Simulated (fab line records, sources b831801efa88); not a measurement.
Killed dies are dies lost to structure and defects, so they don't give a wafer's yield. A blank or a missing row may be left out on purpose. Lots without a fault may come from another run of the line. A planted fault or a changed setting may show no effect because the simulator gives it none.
Which tool did it? | flow gf180mcu | 12 lots, 36 wafers sampled, at 6 steps of a route of 602

WHAT THE GAUGES READ, wafer by wafer
GF_STI_BOW_MEAS_00. Usual: INCOMING_BOW 0 um, standard deviation 6.2.
lot  | measured    | on            | INCOMING_BOW (um) | flag
L131 | day 1 10:00 | film_metro-01 | -4 -8 -6          |
L132 | day 1 15:01 | film_metro-01 | 3 3 6             |
L133 | day 1 20:00 | film_metro-01 | 10 4 -3           |
L134 | day 2 01:00 | film_metro-01 | -5 -5 12          |
L135 | day 2 06:00 | film_metro-04 | 8 2 6             |
L136 | day 2 11:01 | film_metro-01 | 13 6 7            |
L137 | day 2 16:00 | film_metro-04 | 2 -2 -6           |
L139 | day 3 02:02 | film_metro-01 | -5 4 -2           |
L140 | day 3 07:04 | film_metro-02 | -9 -9 1           |
L143 | day 3 22:02 | film_metro-01 | 4 -2 1            |
L152 | day 5 19:00 | film_metro-01 | 0 -3 0            |
L154 | day 6 05:02 | film_metro-01 | -7 4 -8           |

GF_NWELL_TW_MEAS_11. Usual: NWELL_TW 1570, standard deviation 11.
lot  | measured    | on            | NWELL_TW                      | flag
L131 | day 3 08:06 | film_metro-02 | 1569 1582 1573                |
L132 | day 3 16:01 | film_metro-02 | 1574 1581 1583                |
L133 | day 3 18:56 | film_metro-03 | 1560 1546 1549                |
L134 | day 3 23:54 | film_metro-02 | 1580 1591 1591                |
L135 | day 4 05:13 | film_metro-02 | 1579 1575 1580                |
L136 | day 4 10:04 | film_metro-02 | 1576 1581 1570                |
L137 | day 4 18:04 | film_metro-02 | 1570 1577 1583                |
L139 | day 5 04:28 | film_metro-02 | 1580 1576 1584                |
L140 | day 5 07:01 | film_metro-02 | 1577 1574 1578                |
L143 | day 6 01:49 | film_metro-02 | 1570 1565 1573                |
L152 | day 8 03:24 | film_metro-02 | 1743 1741 1746 1749 1752 1751 | OFF
L154 | day 8 16:05 | film_metro-04 | 1729 1723 1732 1731 1731 1733 | OFF

GF_VT_IMPLANT_RS_MEAS_47: measures by four-point-probe. Usual: NWELL_RS 487.8 ohm/sq, standard deviation 1.2.
lot  | measured     | on            | NWELL_RS (ohm/sq)                   | flag
L131 | day 7 13:33  | film_metro-04 | 487.4 489.9 487.9                   |
L132 | day 8 04:51  | film_metro-04 | 487.9 487.0 487.8                   |
L133 | day 8 03:34  | film_metro-04 | 487.4 489.2 488.9                   |
L134 | day 8 10:57  | film_metro-02 | 487.2 487.1 487.0                   |
L135 | day 8 18:14  | film_metro-04 | 486.1 488.2 485.7                   |
L136 | day 8 22:13  | film_metro-02 | 488.4 486.9 488.7                   |
L137 | day 9 08:12  | film_metro-02 | 489.2 489.1 487.8                   |
L139 | day 9 21:08  | film_metro-02 | 489.1 487.6 488.5                   |
L140 | day 10 00:05 | film_metro-02 | 487.9 487.7 488.3                   |
L143 | day 10 23:53 | film_metro-02 | 489.3 489.6 488.8                   |
L152 | day 13 10:03 | film_metro-02 | 404.5 404.4 404.4 404.1 405.6 404.5 | OFF
L154 | day 14 04:07 | film_metro-03 | 403.5 404.4 404.9 404.3 404.6 403.6 | OFF

GF_VT_IMPLANT_RS_MEAS_48: measures by four-point-probe. Usual: LVPWELL_RS 1197 ohm/sq, standard deviation 3.1.
lot  | measured     | on            | LVPWELL_RS (ohm/sq) | flag
L131 | day 7 13:40  | film_metro-04 | 1195 1195 1194      |
L132 | day 8 04:58  | film_metro-04 | 1195 1198 1196      |
L133 | day 8 03:41  | film_metro-04 | 1197 1195 1200      |
L134 | day 8 11:04  | film_metro-02 | 1202 1201 1199      |
L135 | day 8 18:21  | film_metro-04 | 1192 1195 1190      |
L136 | day 8 22:20  | film_metro-02 | 1197 1199 1198      |
L137 | day 9 08:19  | film_metro-02 | 1197 1195 1196      |
L139 | day 9 21:16  | film_metro-02 | 1198 1196 1194      |
L140 | day 10 00:13 | film_metro-02 | 1193 1195 1194      |
L143 | day 11 00:00 | film_metro-02 | 1201 1199 1200      |

WHICH TOOL RAN EACH LOT (tool, then ch and the chambers of the sampled wafers, then the start)
lot  | GF_NWELL_IMPLANT_08            | GF_MVSD_STRIP_10
L131 | implanter-01 ch 0, day 3 07:42 | plasma_asher-01 ch 0,1, day 4 11:05
L132 | implanter-03 ch 0, day 3 15:38 | plasma_asher-01 ch 0,1, day 4 18:05
L133 | implanter-03 ch 0, day 3 18:32 | plasma_asher-01 ch 0,1, day 4 22:17
L134 | implanter-03 ch 0, day 3 23:30 | plasma_asher-04 ch 0,1, day 5 04:34
L135 | implanter-04 ch 0, day 4 04:49 | plasma_asher-01 ch 0,1, day 5 09:59
L136 | implanter-04 ch 0, day 4 09:41 | plasma_asher-02 ch 0,1, day 5 14:21
L137 | implanter-01 ch 0, day 4 17:40 | plasma_asher-01 ch 0,1, day 5 22:52
L139 | implanter-01 ch 0, day 5 04:06 | plasma_asher-01 ch 0,1, day 6 10:21
L140 | implanter-01 ch 0, day 5 06:40 | plasma_asher-02 ch 0,1, day 6 12:38
L143 | implanter-04 ch 0, day 6 01:27 | plasma_asher-01 ch 0,1, day 7 09:05
L152 | implanter-01 ch 0, day 8 03:00 | plasma_asher-02 ch 0, day 9 13:21
L154 | implanter-01 ch 0, day 8 15:43 | plasma_asher-01 ch 0,1, day 10 02:41
- GF_NWELL_IMPLANT_08
- GF_MVSD_STRIP_10: strips in O2/N2.

WHAT THE TOOLS THEMSELVES READ (means of the sampled wafers that have a number; where no wafer has one, the mark that the record gives instead)
GF_NWELL_IMPLANT_08. Usual: beam_on_s 9.99 s, standard deviation 0.2; dose_ions_cm2 1.5005e+13, standard deviation 1.6e+10; faraday_current_uA 84.6, standard deviation 1.7.
lot  | tool         | beam_on_s (s) | dose_ions_cm2 | faraday_current_uA | flag
L131 | implanter-01 | 10.12         | 1.5002e+13    | 83.5               |
L132 | implanter-03 | 10.05         | 1.4972e+13    | 84.5               |
L133 | implanter-03 | 10.21         | 1.4991e+13    | 82.8               |
L134 | implanter-03 | 10.07         | 1.5003e+13    | 84.1               |
L135 | implanter-04 | 9.89          | 1.5007e+13    | 85.5               |
L136 | implanter-04 | 9.99          | 1.4999e+13    | 84.9               |
L137 | implanter-01 | 9.90          | 1.5022e+13    | 85.2               |
L139 | implanter-01 | 10.00         | 1.5000e+13    | 84.5               |
L140 | implanter-01 | 9.81          | 1.5009e+13    | 85.9               |
L143 | implanter-04 | 10.12         | 1.4999e+13    | 83.6               |
L152 | implanter-01 | 9.93          | 2.1440e+13    | 121.6              | OFF
L154 | implanter-01 | 9.72          | 2.1462e+13    | 124.1              | OFF

GF_MVSD_STRIP_10. Usual: drypump_motor_current_A 5.9 A, standard deviation 0.33; heater_power_w 351 W, standard deviation 42; oes_product_au 0.722 a.u., standard deviation 0.0044; strip_time_to_endpoint_s 37.06 s, standard deviation 0.11.
lot  | tool            | drypump_motor_current_A (A) | heater_power_w (W) | oes_product_au (a.u.) | strip_time_to_endpoint_s (s) | flag
L131 | plasma_asher-01 | 6.2                         | 396                | 0.720                 | 37.15                        |
L132 | plasma_asher-01 | 6.1                         | 370                | 0.719                 | 36.89                        |
L133 | plasma_asher-01 | 6.2                         | 391                | 0.729                 | 37.07                        |
L134 | plasma_asher-04 | 5.7                         | 340                | 0.724                 | 37.10                        |
L135 | plasma_asher-01 | 6.2                         | 395                | 0.726                 | 37.19                        |
L136 | plasma_asher-02 | 5.5                         | 315                | 0.721                 | 36.95                        |
L137 | plasma_asher-01 | 6.1                         | 376                | 0.722                 | 37.02                        |
L139 | plasma_asher-01 | 6.0                         | 370                | 0.723                 | 37.00                        |
L140 | plasma_asher-02 | 5.5                         | 320                | 0.717                 | 37.22                        |
L143 | plasma_asher-01 | 6.1                         | 375                | 0.720                 | 37.23                        |
L152 | plasma_asher-02 | 5.5                         | 332                | 0.720                 | 36.95                        |
L154 | plasma_asher-01 | 6.2                         | 400                | 0.722                 | 37.08                        |

THE ANSWER, worked out from the rows above alone
Rule: a lot is off if the mean of its wafers that have a number lies more than 3 standard deviations from the usual mean. A lot without any number at a reading at which 4 lots or more have one is off too. The other lots that the step has rows for count as sound. The gauges are gone through in route order, then the tools' own readings, and for those a lot's mean is taken as printed above. The first step at which some lot is off is used, and at that step the reading that is off furthest; a lot without a number counts as furthest.
Off: L152, L154, at GF_NWELL_TW_MEAS_11 (NWELL_TW).
A tool fits if, at a process step before that reading, it ran every lot that is off, and no sound lot after the first of them. The gauges at GF_NWELL_TW_MEAS_11 aren't tried: what is off there is off at GF_NWELL_IMPLANT_08 too, on other tools, and a gauge's error can't cause that. One fits: implanter-01 at GF_NWELL_IMPLANT_08. Its last sound lot is L140 (day 5 06:40), its first lot that is off L152 (day 8 03:00): a fault that began between those two fits.
The tool's own readings at GF_NWELL_IMPLANT_08 bear it out: on the lots that are off they differ by more than 5 times the standard deviation of the sound lots' means. dose_ions_cm2 reads 2.1451e+13 there against 1.5000e+13 on the sound lots; faraday_current_uA reads 122.8 there against 84.5 on the sound lots.

WHAT THE SIMULATOR HAD PUT IN
Process parameter drift: implanter-01, from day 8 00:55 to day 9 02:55, at GF_NWELL_IMPLANT_08. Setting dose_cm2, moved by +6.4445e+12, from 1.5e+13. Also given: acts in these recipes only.
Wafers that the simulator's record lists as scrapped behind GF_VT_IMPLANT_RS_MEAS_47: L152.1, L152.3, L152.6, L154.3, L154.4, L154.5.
Lots struck among those shown: L152, L154. The rule above found the same.
